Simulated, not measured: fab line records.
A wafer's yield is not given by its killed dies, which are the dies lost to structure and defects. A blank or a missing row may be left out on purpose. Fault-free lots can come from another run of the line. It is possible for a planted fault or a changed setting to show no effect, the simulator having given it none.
fab line records | flow sky130
record lots=5 wafers=15 lastDay=50
route steps=708 shown VIA4@654 METAL5@661 PASSIVATION@681
lots with no fault: from the same line, run without faults
startH: start of the lot's first displayed wafer, in hours after the record's first day | waitH: hours from the lot's prior step to this one | " as in the row above | L1.1+2: a row that stands for several wafers | - no value, or no start given | * or withheld: withheld | < > ~ a bound
route shown NAME@n: names a module that has steps shown in the file, with the first one's number in the route | usual: mean and standard deviation over wafers with no fault | same: alike in all rows | chamber/n: place in a boat | sites: readings site by site | _std_site: standard deviation across them | _edge_site: outer sites' mean less inner sites' | radiusMm: for every site, how far away it sits from the centre of the wafer | mask NAME#n: copy n | behind: the last tool/chamber to shape the wafer | hold: cause of the lot's hold/its duration in hours/its outcome | device: the n, p or np transistor that did not switch | end of line: at the end of the route, the tests of the same wafers | a step with no rows: only its recipe | killed: dies that structure and defects cost at the first sort, which is not the same as the wafer's yield | map: shows each die of a wafer: x if killed, . if not, _ if none is there
set.NAME: the setting the step ran with; set.NAME@STEP: the setting that earlier step ran with | model.NAME: the simulator's own value behind a step, which no gauge read
certain route steps with their lots: each step a table, each wafer a row
services: the hour from which a tool's chamber was out of use, counted from the record's first day as startH (under 0 if before that day), plus the number of hours and why
## steps
# step SKY_VIA4_CLEAN_15
# recipe chemistry=IPA timeS=180 tempC=25
# usual tempC=25.02/0.14
# columns lot.wafer tool chamber startH waitH tempC
L075.2 wetBench-03 2 1014.16 0.0 24.77
L075.4 " 2 " " 24.77
L075.6 " 2 " " 24.83
L089.3 wetBench-01 0 1123.65 0.0 25.00
L089.5 " 0 " " 24.97
L089.6 " 0 " " 25.08
L096.1 wetBench-02 3 1141.36 0.2 25.23
L096.2 " 3 " " 24.99
L096.3 " 3 " " 25.22
L095.1 wetBench-03 3 1143.23 0.0 25.06
L095.4 " 3 " " 25.09
L095.6 " 3 " " 25.17
L097.2 wetBench-02 3 1148.92 0.0 25.19
L097.3 " 3 " " 24.92
L097.6 " 3 " " 25.07
# step SKY_VIA4_CLEAN_16
# recipe chemistry=O3/DIW dry=n2Spin
# columns lot.wafer tool chamber startH waitH
L075.2+4+6 wetBench-02 1 1014.22 0.0
L089.3+5+6 wetBench-02 2 1123.71 0.0
L096.1+2+3 wetBench-03 1 1141.45 0.0
L095.1+4+6 wetBench-02 3 1143.29 0.0
L097.2+3+6 wetBench-03 2 1148.98 0.0
# step SKY_VIA4_SPUTTER_17
# recipe material=TiN targetThkNm=20 chamberPressurePa=5 powerW=4000 timeS=80
# usual cathodeDcPowerW=4000.0/0.62 throttleValvePct=30.1/0.95
# columns lot.wafer tool chamber startH waitH cathodeDcPowerW throttleValvePct
L075.2 pvdSputter-03 - 1014.31 0.0 4000.9 30.9
L075.4 " - " " 3999.1 29.1
L075.6 " - " " 4000.6 29.9
L089.3 pvdSputter-03 - 1123.80 0.0 4000.4 29.3
L089.5 " - " " 3999.6 29.7
L089.6 " - " " 3998.8 31.0
L096.1 pvdSputter-04 - 1141.55 0.0 4000.4 31.2
L096.2 " - " " 4000.5 31.2
L096.3 " - " " 4000.6 30.5
L095.1 pvdSputter-04 - 1143.38 0.0 4000.4 30.8
L095.4 " - " " 4000.0 31.2
L095.6 " - " " 3999.9 30.5
L097.2 pvdSputter-03 - 1149.07 0.0 4000.0 30.9
L097.3 " - " " 3999.9 28.6
L097.6 " - " " 4000.8 29.0
# step SKY_VIA4_CVD_18
# recipe material=W targetThkNm=505 timeS=152.14 tempC=400 pressureTorr=40
# usual heaterPowerW=815/75
# columns lot.wafer tool chamber startH waitH heaterPowerW
L075.2 cvdW-02 0 1014.37 0.0 777
L075.4 " 0 " " 775
L075.6 " 0 " " 765
L089.3 cvdW-01 1 1123.91 0.1 938
L089.5 " 1 " " 944
L089.6 " 0 " " 745
L096.1 cvdW-02 1 1141.61 0.0 769
L096.2 " 0 " " 801
L096.3 " 1 " " 762
L095.1 cvdW-02 0 1143.45 0.0 799
L095.4 " 0 " " 791
L095.6 " 0 " " 803
L097.2 cvdW-02 0 1149.13 0.0 777
L097.3 " 0 " " 783
L097.6 " 0 " " 796
# step SKY_VIA4_RS_MEAS_19
# recipe thkMeasGauge=four-point-probe reads=W_of_VIA4_CVD_18+TiN_of_VIA4_SPUTTER_17
# usual VIA4_W_RS=0.2263/0.0026
# columns lot.wafer tool chamber startH waitH VIA4_W_RS[ohm/sq]
L075.2 filmMetro-04 - 1014.54 0.1 0.2287
L075.4 " - " " 0.2312
L075.6 " - " " 0.2277
L089.3 filmMetro-01 - 1124.05 0.1 0.2222
L089.5 " - " " 0.2263
L089.6 " - " " 0.2261
L096.1 filmMetro-04 - 1141.76 0.1 0.2242
L096.2 " - " " 0.2268
L096.3 " - " " 0.2238
L095.1 filmMetro-03 - 1143.75 0.3 0.2252
L095.4 " - " " 0.2270
L095.6 " - " " 0.2304
L097.2 filmMetro-04 - 1149.31 0.1 0.2247
L097.3 " - " " 0.2226
L097.6 " - " " 0.2239
# step SKY_VIA4_THK_MEAS_20
# recipe thkMeasGauge=xrf reads=W_of_VIA4_CVD_18
# usual VIA4_W_THK=515/7.8
# columns lot.wafer tool chamber startH waitH VIA4_W_THK[nm]
L075.2 filmMetro-04 - 1014.65 0.1 504
L075.4 " - " " 500
L075.6 " - " " 508
L089.3 filmMetro-01 - 1124.15 0.1 510
L089.5 " - " " 506
L089.6 " - " " 501
L096.1 filmMetro-04 - 1141.88 0.1 517
L096.2 " - " " 508
L096.3 " - " " 520
L095.1 filmMetro-03 - 1143.87 0.1 521
L095.4 " - " " 519
L095.6 " - " " 509
L097.2 filmMetro-04 - 1149.42 0.1 513
L097.3 " - " " 518
L097.6 " - " " 518
# step SKY_VIA4_CMP_21
# recipe stopOn=SiO2 tOverpolishS=25 downForcePsi=3.5 platenRpm=60 targetThkNm=0 padVelocityMS=0.94248
# usual motorCurrentA=11.2/0.89 overpolishRunS=25.000/0.0091 slurryFilterDpKPa=13.50/0.12 timeToEndpointS=123/3.5
# columns lot.wafer tool chamber startH waitH motorCurrentA overpolishRunS slurryFilterDpKPa timeToEndpointS
L075.2 cmp-02 1 1014.70 0.0 8.8 24.987 13.59 125
L075.4 " 2 " " 12.5 25.002 13.46 121
L075.6 " 1 " " 8.9 24.989 13.41 123
L089.3 cmp-02 2 1124.29 0.1 12.0 24.993 13.60 127
L089.6 " 0 " " 11.7 25.001 13.37 129
L089.5 " 1 " " 9.0 25.008 13.41 130
L096.3 cmp-02 1 1142.05 0.1 8.8 24.997 13.44 120
L096.2 " 2 " " 12.5 24.991 13.29 120
L096.1 " 0 " " 12.0 24.994 13.36 123
L095.4 cmp-01 2 1143.93 0.0 11.0 24.995 13.62 125
L095.1 " 3 " " 11.4 25.009 13.18 120
L095.6 " 3 " " 10.8 25.012 13.41 122
L097.3 cmp-01 3 1149.47 0.0 11.3 25.005 13.45 125
L097.2 " 1 " " 11.0 24.998 13.44 119
L097.6 " 3 " " 11.8 25.003 13.41 120
# step SKY_METAL5_SPUTTER_00
# recipe material=Ti targetThkNm=15 powerW=3000 timeS=10 chamberPressurePa=0.4
# usual cathodeDcPowerW=2999.9/0.58 throttleValvePct=30.2/0.79
# columns lot.wafer tool chamber startH waitH cathodeDcPowerW throttleValvePct
L075.2 pvdSputter-02 - 1015.00 0.2 2999.5 30.9
L075.4 " - " " 2999.7 31.0
L075.6 " - " " 2999.1 30.8
L089.3 pvdSputter-02 - 1124.49 0.1 2998.7 30.3
L089.5 " - " " 3000.9 30.2
L089.6 " - " " 2999.1 30.8
L096.1 pvdSputter-01 - 1142.35 0.1 2999.4 28.8
L096.2 " - " " 3000.1 29.9
L096.3 " - " " 3000.4 29.7
L095.1 pvdSputter-01 - 1144.23 0.2 3000.4 30.2
L095.4 " - " " 3001.3 30.3
L095.6 " - " " 2999.6 29.8
L097.2 pvdSputter-02 - 1149.77 0.1 2999.5 31.0
L097.3 " - " " 3000.1 31.0
L097.6 " - " " 2999.3 29.1
# step SKY_METAL5_SPUTTER_01
# recipe material=TiN targetThkNm=20 powerW=6500 timeS=16.15 chamberPressurePa=0.4
# usual cathodeDcPowerW=6500.2/1.1 throttleValvePct=30.2/0.8
# columns lot.wafer tool chamber startH waitH cathodeDcPowerW throttleValvePct
L075.2 pvdSputter-02 - 1015.02 0.0 6500.9 30.7
L075.4 " - " " 6499.6 31.1
L075.6 " - " " 6498.0 30.9
L089.3 pvdSputter-02 - 1124.51 0.0 6498.5 30.3
L089.5 " - " " 6501.5 30.2
L089.6 " - " " 6499.4 31.2
L096.1 pvdSputter-01 - 1142.37 0.0 6500.7 29.0
L096.2 " - " " 6501.7 29.7
L096.3 " - " " 6499.8 29.8
L095.1 pvdSputter-01 - 1144.25 0.0 6500.7 30.7
L095.4 " - " " 6501.4 30.7
L095.6 " - " " 6499.3 29.8
L097.2 pvdSputter-02 - 1149.79 0.0 6500.1 30.9
L097.3 " - " " 6499.7 30.9
L097.6 " - " " 6500.7 28.8
# step SKY_METAL5_SPUTTER_02
# recipe material=AlCu targetThkNm=1150 powerW=10600 timeS=61.2 chamberPressurePa=0.4
# usual cathodeDcPowerW=10600/1.7 throttleValvePct=30.2/0.81
# columns lot.wafer tool chamber startH waitH cathodeDcPowerW throttleValvePct
L075.2 pvdSputter-02 - 1015.05 0.0 10601 31.0
L075.4 " - " " 10601 31.1
L075.6 " - " " 10599 30.7
L089.3 pvdSputter-02 - 1124.54 0.0 10600 30.1
L089.5 " - " " 10600 30.0
L089.6 " - " " 10600 30.9
L096.1 pvdSputter-01 - 1142.40 0.0 10599 29.0
L096.2 " - " " 10600 30.0
L096.3 " - " " 10604 29.5
L095.1 pvdSputter-01 - 1144.28 0.0 10596 30.6
L095.4 " - " " 10601 30.6
L095.6 " - " " 10600 30.0
L097.2 pvdSputter-02 - 1149.81 0.0 10601 30.8
L097.3 " - " " 10598 31.3
L097.6 " - " " 10601 29.0
# step SKY_METAL5_SPUTTER_03
# recipe material=Ti targetThkNm=5 powerW=3000 timeS=3.3 chamberPressurePa=0.4
# usual cathodeDcPowerW=3000.0/0.6 throttleValvePct=30.2/0.76
# columns lot.wafer tool chamber startH waitH cathodeDcPowerW throttleValvePct
L075.2 pvdSputter-02 - 1015.10 0.0 2999.7 31.0
L075.4 " - " " 3000.9 31.0
L075.6 " - " " 3000.2 31.0
L089.3 pvdSputter-02 - 1124.59 0.0 3000.5 30.0
L089.5 " - " " 3001.0 30.3
L089.6 " - " " 3000.1 30.9
L096.1 pvdSputter-01 - 1142.45 0.0 2999.7 29.0
L096.2 " - " " 3001.5 29.7
L096.3 " - " " 2999.4 29.5
L095.1 pvdSputter-01 - 1144.33 0.0 2999.6 30.3
L095.4 " - " " 2999.8 30.5
L095.6 " - " " 3000.3 29.6
L097.2 pvdSputter-02 - 1149.86 0.0 2999.6 30.9
L097.3 " - " " 3000.0 30.7
L097.6 " - " " 3000.2 29.1
# step SKY_METAL5_SPUTTER_04
# recipe material=TiN targetThkNm=70 powerW=6500 timeS=58.3 chamberPressurePa=0.4
# usual cathodeDcPowerW=6500.0/1.1 throttleValvePct=30.2/0.79
# columns lot.wafer tool chamber startH waitH cathodeDcPowerW throttleValvePct
L075.2 pvdSputter-02 - 1015.12 0.0 6500.2 30.9
L075.4 " - " " 6500.4 31.0
L075.6 " - " " 6499.4 30.9
L089.3 pvdSputter-02 - 1124.61 0.0 6499.6 30.2
L089.5 " - " " 6498.5 29.9
L089.6 " - " " 6499.6 31.0
L096.1 pvdSputter-01 - 1142.47 0.0 6500.6 28.8
L096.2 " - " " 6501.3 30.0
L096.3 " - " " 6499.7 29.6
L095.1 pvdSputter-01 - 1144.35 0.0 6499.0 30.4
L095.4 " - " " 6500.7 30.7
L095.6 " - " " 6498.0 29.6
L097.2 pvdSputter-02 - 1149.88 0.0 6500.5 30.7
L097.3 " - " " 6500.5 31.0
L097.6 " - " " 6501.8 29.1
# step SKY_METAL5_RS_MEAS_05
# recipe thkMeasGauge=four-point-probe reads=TiN_of_METAL5_SPUTTER_04+Ti_of_METAL5_SPUTTER_03+AlCu_of_METAL5_SPUTTER_02+TiN_of_METAL5_SPUTTER_01+Ti_of_METAL5_SPUTTER_00
# usual METAL5_ALCU_RS=0.0272/0.00031
# columns lot.wafer tool chamber startH waitH METAL5_ALCU_RS[ohm/sq]
L075.2 filmMetro-02 - 1015.19 0.0 0.0268
L075.4 " - " " 0.0270
L075.6 " - " " 0.0270
L089.3 filmMetro-01 - 1124.70 0.1 0.0270
L089.5 " - " " 0.0271
L089.6 " - " " 0.0272
L096.1 filmMetro-04 - 1142.51 0.0 0.0280
L096.2 " - " " 0.0277
L096.3 " - " " 0.0278
L095.1 filmMetro-02 - 1144.40 0.0 0.0277
L095.4 " - " " 0.0279
L095.6 " - " " 0.0279
L097.2 filmMetro-01 - 1149.95 0.0 0.0271
L097.3 " - " " 0.0269
L097.6 " - " " 0.0271
# step SKY_METAL5_THK_MEAS_06
# recipe thkMeasGauge=xrf reads=AlCu_of_METAL5_SPUTTER_02
# usual METAL5_ALCU_THK=1142/13
# columns lot.wafer tool chamber startH waitH METAL5_ALCU_THK[nm]
L075.2 filmMetro-02 - 1015.30 0.1 1151
L075.4 " - " " 1145
L075.6 " - " " 1151
L089.3 filmMetro-01 - 1124.80 0.1 1146
L089.5 " - " " 1140
L089.6 " - " " 1140
L096.1 filmMetro-04 - 1142.63 0.1 1110
L096.2 " - " " 1123
L096.3 " - " " 1116
L095.1 filmMetro-02 - 1144.52 0.1 1114
L095.4 " - " " 1107
L095.6 " - " " 1118
L097.2 filmMetro-01 - 1150.06 0.1 1149
L097.3 " - " " 1154
L097.6 " - " " 1141
# step SKY_METAL5_DEHYDRATE_07
# recipe tempC=200 timeS=60
# columns lot.wafer tool chamber startH waitH
L075.2+4+6 lithoTrack-03 0 1026.13 10.8
L089.3+5+6 lithoTrack-03 0 1134.31 9.5
L096.1+2+3 lithoTrack-03 0 1151.51 8.9
L095.1+4+6 lithoTrack-02 0 1153.52 9.0
L097.2+3+6 lithoTrack-04 0 1158.67 8.6
# step SKY_METAL5_HMDS_08
# recipe primeTimeS=60 primeTempC=120
# same primeTimeS=60
# columns lot.wafer tool chamber startH waitH
L075.2+4+6 lithoTrack-03 0 1026.28 0.1
L089.3+5+6 lithoTrack-03 0 1134.46 0.1
L096.1+2+3 lithoTrack-03 0 1151.66 0.1
L095.1+4+6 lithoTrack-02 0 1153.67 0.1
L097.2+3+6 lithoTrack-04 0 1158.82 0.1
# step SKY_METAL5_COAT_09
# recipe resist=NOVOLAK spinRpm=3000 resistThkNm=1800
# columns lot.wafer tool chamber startH waitH
L075.2+4+6 lithoTrack-03 0 1026.43 0.1
L089.3+5+6 lithoTrack-03 0 1134.61 0.1
L096.1+2+3 lithoTrack-03 0 1151.81 0.1
L095.1+4+6 lithoTrack-02 0 1153.82 0.1
L097.2+3+6 lithoTrack-04 0 1158.97 0.1
# step SKY_METAL5_SOFTBAKE_10
# recipe tempC=90 timeS=60 resist=NOVOLAK
# columns lot.wafer tool chamber startH waitH
L075.2+4+6 lithoTrack-03 0 1026.58 0.1
L089.3+5+6 lithoTrack-03 0 1134.76 0.1
L096.1+2+3 lithoTrack-03 0 1151.96 0.1
L095.1+4+6 lithoTrack-02 0 1153.97 0.1
L097.2+3+6 lithoTrack-04 0 1159.12 0.1
# step SKY_METAL5_EXPOSE_11
# recipe maskId=MM5 na=0.6 sourceShape=conventional sigmaOuter=0.6 polarization=unpolarized targetCdNm=1600 doseMj=190
# columns lot.wafer tool chamber startH waitH mask
L075.2+4+6 ilineStepper-01 0 - - MM5#0
L089.3+5+6 ilineStepper-01 0 - - MM5#0
L096.1+2+3 ilineStepper-02 0 - - MM5#0
L095.1+4+6 ilineStepper-02 0 - - MM5#0
L097.2+3+6 ilineStepper-02 0 - - MM5#0
# step SKY_METAL5_PEB_12
# recipe tempC=withheld timeS=* resist=NOVOLAK
# columns lot.wafer tool chamber startH waitH
L075.2+4+6 lithoTrack-04 0 - -
L089.3+5+6 lithoTrack-04 0 - -
L096.1+2+3 lithoTrack-04 0 - -
L095.1+4+6 lithoTrack-04 0 - -
L097.2+3+6 lithoTrack-03 0 - -
# step SKY_METAL5_DEVELOP_13
# recipe resist=NOVOLAK developer=TMAH developTimeS=60 devTempC=23
# columns lot.wafer tool chamber startH waitH
L075.2+4+6 lithoTrack-04 0 1037.62 0.1
L089.3+5+6 lithoTrack-04 0 1144.05 0.1
L096.1+2+3 lithoTrack-04 0 1161.25 0.1
L095.1+4+6 lithoTrack-04 0 1163.15 0.1
L097.2+3+6 lithoTrack-03 0 1167.79 0.1
# step SKY_METAL5_DESCUM_14
# recipe chemistry=O2 sourcePowerW=150 biasPowerW=0 pressureMtorr=10 tempC=40 timeS=11
# usual drypumpMotorCurrentA=5.7/0.31 oesProductAu=1.000/0.0073 tempC=40.01/0.12
# columns lot.wafer tool chamber startH waitH drypumpMotorCurrentA oesProductAu rfHoursCounterH tempC
L075.2 rieMetal-03 0 1037.75 0.1 5.0 1.016 10 40.05
L075.4 " 0 " " 5.0 1.007 - 40.08
L075.6 " 0 " " 5.0 0.996 - 40.10
L089.3 rieMetal-04 1 1144.16 0.1 5.8 1.005 - 39.94
L089.5 " 0 " " 6.1 0.999 - 40.28
L089.6 " 1 " " 5.8 0.989 - 40.05
L096.1 rieMetal-04 1 1161.40 0.1 5.8 0.996 13 40.00
L096.2 " 0 " " 6.1 0.995 17 40.23
L096.3 " 1 " " 5.8 1.001 - 39.94
L095.1 rieMetal-04 1 1163.30 0.1 5.8 1.010 13 40.01
L095.4 " 0 " " 6.1 1.012 - 39.97
L095.6 " 0 " " 6.1 0.993 - 39.88
L097.2 rieMetal-03 0 1167.91 0.1 5.0 1.016 21 40.05
L097.3 " 0 " " 5.0 1.017 - 40.00
L097.6 " 0 " " 5.0 1.011 - 39.75
# step SKY_METAL5_METAL_ETCH_15
# recipe targetDepthA=12600 stopOn=SiO2 overEtchFrac=0.2 timeS=252 chemistry=Cl2/BCl3 resistSidewallDeg=86 pressureMtorr=10 icpW=900 biasW=48.5 Cl2_flow_sccm=60 bcl3FlowSccm=30
# usual drypumpMotorCurrentA=5.7/0.31 oesProductAu=0.894/0.0048 throttleValvePct=22.264/0.011
# columns lot.wafer tool chamber startH waitH drypumpMotorCurrentA oesProductAu rfHoursCounterH throttleValvePct
L075.2 rieMetal-03 0 1037.78 0.0 5.0 0.894 10 22.258
L075.4 " 0 " " 5.0 0.891 - 22.244
L075.6 " 0 " " 5.0 0.892 - 22.245
L089.3 rieMetal-04 1 1144.26 0.1 5.8 0.892 - 22.269
L089.5 " 0 " " 6.1 0.887 - 22.259
L089.6 " 1 " " 5.8 0.895 - 22.269
L096.1 rieMetal-04 1 1161.43 0.0 5.8 0.879 13 22.264
L096.2 " 0 " " 6.1 0.885 17 22.270
L096.3 " 1 " " 5.8 0.887 - 22.272
L095.1 rieMetal-04 1 1163.33 0.0 5.8 0.885 13 22.270
L095.4 " 0 " " 6.1 0.894 - 22.264
L095.6 " 0 " " 6.1 0.893 - 22.249
L097.2 rieMetal-03 0 1167.94 0.0 5.0 0.891 21 22.268
L097.3 " 0 " " 5.0 0.892 - 22.277
L097.6 " 0 " " 5.0 0.889 - 22.260
# step SKY_METAL5_STRIP_16
# recipe chemistry=O2/N2 powerW=1400 pressureMtorr=1500 platenTempC=withheld o2FlowSccm=3000 n2FlowSccm=300 overashFraction=0.5
# usual drypumpMotorCurrentA=5.6/0.43 n2FlowSccm=300.2/0.9 oesProductAu=0.710/0.0048 stripTimeToEndpointS=13.03/0.12
# columns lot.wafer tool chamber startH waitH drypumpMotorCurrentA n2FlowSccm oesProductAu rfHoursCounterH stripTimeToEndpointS
L075.2 plasmaAsher-03 1 1038.02 0.2 6.2 299.9 0.709 59 13.07
L075.4 " 0 " " 5.3 300.5 0.714 - 13.02
L075.6 " 0 " " 5.3 300.4 0.709 - 13.01
L089.3 plasmaAsher-03 0 1144.45 0.1 5.3 301.3 0.707 - 13.08
L089.5 " 0 " " 5.3 299.3 0.710 - 13.02
L089.6 " 1 " " 6.2 301.4 0.720 - 13.09
L096.1 plasmaAsher-01 0 1161.67 0.2 4.9 300.9 0.713 106 13.08
L096.2 " 1 " " 5.7 299.8 0.708 106 13.04
L096.3 " 0 " " 4.9 299.2 0.711 - 13.02
L095.1 plasmaAsher-03 1 1163.57 0.2 6.2 299.8 0.715 72 12.99
L095.4 " 1 " " 6.2 299.8 0.711 - 12.95
L095.6 " 0 " " 5.3 299.0 0.704 - 12.93
L097.2 plasmaAsher-03 0 1168.18 0.2 5.2 299.6 0.704 72 12.83
L097.3 " 1 " " 6.2 300.6 0.703 - 12.89
L097.6 " 1 " " 6.2 299.5 0.706 - 12.97
# step SKY_METAL5_STRIP_17
# recipe chemistry=postEtchResidueRemover timeS=1200 tempC=72.5
# usual bathGuardTempC=72.3/0.62 tempC=72.54/0.12
# columns lot.wafer tool chamber startH waitH bathGuardTempC tempC
L075.2 wetBench-03 3 1038.12 0.1 73.1 72.66
L075.4 " 3 " " 72.7 72.30
L075.6 " 3 " " 73.3 72.56
L089.3 wetBench-04 2 1144.52 0.0 71.8 72.62
L089.5 " 2 " " 72.3 72.57
L089.6 " 2 " " 72.3 72.75
L096.1 wetBench-02 2 1161.77 0.1 72.3 72.55
L096.2 " 2 " " 72.0 72.56
L096.3 " 2 " " 72.3 72.74
L095.1 wetBench-02 2 1163.67 0.1 72.2 72.46
L095.4 " 2 " " 71.9 72.67
L095.6 " 2 " " 71.8 72.54
L097.2 wetBench-02 0 1168.28 0.1 73.0 72.24
L097.3 " 0 " " 73.2 72.36
L097.6 " 0 " " 72.7 72.15
# step SKY_METAL5_CLEAN_18
# recipe chemistry=IPA timeS=180 tempC=25
# usual tempC=24.99/0.11
# columns lot.wafer tool chamber startH waitH tempC
L075.2 wetBench-04 2 1038.49 0.0 25.06
L075.4 " 2 " " 24.91
L075.6 " 2 " " 24.91
L089.3 wetBench-02 1 1144.89 0.0 25.13
L089.5 " 1 " " 24.89
L089.6 " 1 " " 25.03
L096.1 wetBench-02 1 1162.11 0.0 25.13
L096.2 " 1 " " 25.08
L096.3 " 1 " " 25.24
L095.1 wetBench-03 1 1164.01 0.0 24.99
L095.4 " 1 " " 25.01
L095.6 " 1 " " 24.94
L097.2 wetBench-04 2 1168.62 0.0 24.99
L097.3 " 2 " " 25.09
L097.6 " 2 " " 25.00
# step SKY_METAL5_CLEAN_19
# recipe chemistry=O3/DIW dry=n2Spin
# columns lot.wafer tool chamber startH waitH
L075.2+4+6 wetBench-02 3 1038.55 0.0
L089.3+5+6 wetBench-04 2 1144.95 0.0
L096.1+2+3 wetBench-02 3 1162.17 0.0
L095.1+4+6 wetBench-02 2 1164.07 0.0
L097.2+3+6 wetBench-04 2 1168.68 0.0
# step SKY_PASSIVATION_CVD_00
# recipe material=SiO2 targetThkNm=90 tempC=400 timeS=withheld rfW=600
# usual heaterPowerW=655/120
# columns lot.wafer tool chamber startH waitH heaterPowerW
L075.2 pecvd-01 2 1038.64 0.0 649
L075.4 " 1 " " 691
L075.6 " 2 " " 683
L089.3 pecvd-04 0 1145.05 0.0 668
L089.5 " 0 " " 680
L089.6 " 1 " " 671
L096.1 pecvd-04 1 1162.26 0.0 572
L096.2 " 0 " " 740
L096.3 " 2 " " 493
L095.1 pecvd-01 1 1164.16 0.0 627
L095.4 " 1 " " 653
L095.6 " 2 " " 691
L097.2 pecvd-01 1 1168.77 0.0 729
L097.3 " 0 " " 829
L097.6 " 2 " " 630
# step SKY_PASSIVATION_THK_MEAS_01
# recipe reads=SiO2_of_PASSIVATION_CVD_00
# usual PASSIVATION_CVD_00_THK=90.0/1.2
# columns lot.wafer tool chamber startH waitH PASSIVATION_CVD_00_THK[nm]
L075.2 filmMetro-02 - 1038.69 - 89.3
L075.4 " - " " 89.9
L075.6 " - " " 89.2
L089.3 filmMetro-02 - 1145.09 - 89.8
L089.5 " - " " 91.2
L089.6 " - " " 90.8
L096.1 filmMetro-03 - 1162.28 - 90.0
L096.2 " - " " 91.2
L096.3 " - " " 90.6
L095.1 filmMetro-02 - 1164.18 - 91.0
L095.4 " - " " 91.3
L095.6 " - " " 91.9
L097.2 filmMetro-01 - 1168.80 - 89.0
L097.3 " - " " 90.0
L097.6 " - " " 90.8
# step SKY_PASSIVATION_CVD_02
# recipe material=Si3N4 targetThkNm=540 tempC=400 timeS=withheld rfW=450
# usual heaterPowerW=681/130
# columns lot.wafer tool chamber startH waitH heaterPowerW
L075.2 pecvd-03 1 1038.74 0.0 464
L075.4 " 0 " " 774
L075.6 " 1 " " 482
L089.3 pecvd-03 2 1145.13 0.0 606
L089.5 " 2 " " 620
L089.6 " 1 " " 476
L096.1 pecvd-03 0 1162.34 0.1 762
L096.2 " 1 " " 499
L096.3 " 2 " " 617
L095.1 pecvd-03 2 1164.24 0.1 649
L095.4 " 2 " " 529
L095.6 " 1 " " 518
L097.2 pecvd-03 1 1168.85 0.0 452
L097.3 " 0 " " 773
L097.6 " 0 " " 789
# step SKY_PASSIVATION_THK_MEAS_03
# recipe reads=Si3N4_of_PASSIVATION_CVD_02
# usual PASSIVATION_CVD_02_THK=538/6.5
# columns lot.wafer tool chamber startH waitH PASSIVATION_CVD_02_THK[nm]
L075.2 filmMetro-02 - 1038.97 - 534
L075.4 " - " " 542
L075.6 " - " " 547
L089.3 filmMetro-03 - 1145.37 - 538
L089.5 " - " " 544
L089.6 " - " " 553
L096.1 filmMetro-03 - 1162.56 - 536
L096.2 " - " " 531
L096.3 " - " " 531
L095.1 filmMetro-02 - 1164.46 - 544
L095.4 " - " " 546
L095.6 " - " " 545
L097.2 filmMetro-01 - 1169.09 - 535
L097.3 " - " " 534
L097.6 " - " " 545
# step SKY_PASSIVATION_DEHYDRATE_04
# recipe tempC=200 timeS=60
# columns lot.wafer tool chamber startH waitH
L075.2+4+6 lithoTrack-01 0 1049.36 10.4
L089.3+5+6 lithoTrack-02 0 1154.17 8.8
L096.1+2+3 lithoTrack-01 0 1171.23 8.7
L095.1+4+6 lithoTrack-02 0 1173.52 9.0
L097.2+3+6 lithoTrack-01 0 1177.61 8.5
# step SKY_PASSIVATION_HMDS_05
# recipe primeTimeS=60 primeTempC=120
# same primeTimeS=60
# columns lot.wafer tool chamber startH waitH
L075.2+4+6 lithoTrack-01 0 1049.51 0.1
L089.3+5+6 lithoTrack-02 0 1154.32 0.1
L096.1+2+3 lithoTrack-01 0 1171.38 0.1
L095.1+4+6 lithoTrack-02 0 1173.67 0.1
L097.2+3+6 lithoTrack-01 0 1177.76 0.1
# step SKY_PASSIVATION_COAT_06
# recipe spinRpm=2000 resistThkNm=3000
# columns lot.wafer tool chamber startH waitH
L075.2+4+6 lithoTrack-01 0 1049.66 0.1
L089.3+5+6 lithoTrack-02 0 1154.47 0.1
L096.1+2+3 lithoTrack-01 0 1171.53 0.1
L095.1+4+6 lithoTrack-02 0 1173.82 0.1
L097.2+3+6 lithoTrack-01 0 1177.91 0.1
# step SKY_PASSIVATION_SOFTBAKE_07
# recipe tempC=110 timeS=withheld
# columns lot.wafer tool chamber startH waitH
L075.2+4+6 lithoTrack-01 0 1049.82 0.1
L089.3+5+6 lithoTrack-02 0 1154.64 0.1
L096.1+2+3 lithoTrack-01 0 1171.68 0.1
L095.1+4+6 lithoTrack-02 0 1173.97 0.1
L097.2+3+6 lithoTrack-01 0 1178.07 0.1
# step SKY_PASSIVATION_EXPOSE_08
# recipe maskId=NSM targetCdNm=3000 na=0.57 doseMj=260
# columns lot.wafer tool chamber startH waitH mask
L075.2+4+6 ilineStepper-02 0 - - NSM#0
L089.3+5+6 ilineStepper-02 0 - - NSM#0
L096.1+2+3 ilineStepper-02 0 - - NSM#0
L095.1+4+6 ilineStepper-02 0 - - NSM#0
L097.2+3+6 ilineStepper-01 0 - - NSM#0
# step SKY_PASSIVATION_PEB_09
# recipe tempC=115 timeS=withheld
# columns lot.wafer tool chamber startH waitH
L075.2+4+6 lithoTrack-02 0 - -
L089.3+5+6 lithoTrack-03 0 - -
L096.1+2+3 lithoTrack-03 0 - -
L095.1+4+6 lithoTrack-03 0 - -
L097.2+3+6 lithoTrack-03 0 - -
# step SKY_PASSIVATION_DEVELOP_10
# recipe developTimeS=60 devTempC=23
# columns lot.wafer tool chamber startH waitH
L075.2+4+6 lithoTrack-02 0 - -
L089.3+5+6 lithoTrack-03 0 - -
L096.1+2+3 lithoTrack-03 0 - -
L095.1+4+6 lithoTrack-03 0 - -
L097.2+3+6 lithoTrack-03 0 - -
## services
# columns tool chamber startH hours kind
pecvd-01 - 992.96 1.0 repair
pecvd-03 - 1013.75 1.8 repair
pvdSputter-03 - 1016.93 3.4 repair
wetBench-02 - 1016.95 1.4 repair
cvdW-02 - 1018.47 6.9 pm
pecvd-01 - 1024.26 0.3 repair
cmp-02 - 1024.94 0.8 repair
ilineStepper-02 - 1025.41 1.8 repair
rieMetal-04 1 1027.26 9.3 repair
plasmaAsher-03 - 1034.44 1.6 repair
rieMetal-03 0 1039.05 4.6 repair
ilineStepper-01 - 1041.86 4.5 repair
pvdSputter-02 - 1042.24 1.9 repair
cmp-02 - 1046.24 1.1 repair
rieMetal-04 - 1052.02 4.3 pm
cmp-02 - 1062.78 1.8 repair
pvdSputter-02 - 1064.61 13.9 repair
cvdW-02 0 1069.25 2.2 repair
cmp-02 - 1070.35 1.3 repair
pvdSputter-02 - 1093.81 3.1 repair
pecvd-03 0 1101.21 4.0 repair
ilineStepper-02 - 1101.54 1.7 pm
rieMetal-04 - 1102.39 2.1 repair
cvdW-02 1 1143.22 2.3 repair
## key
fault none
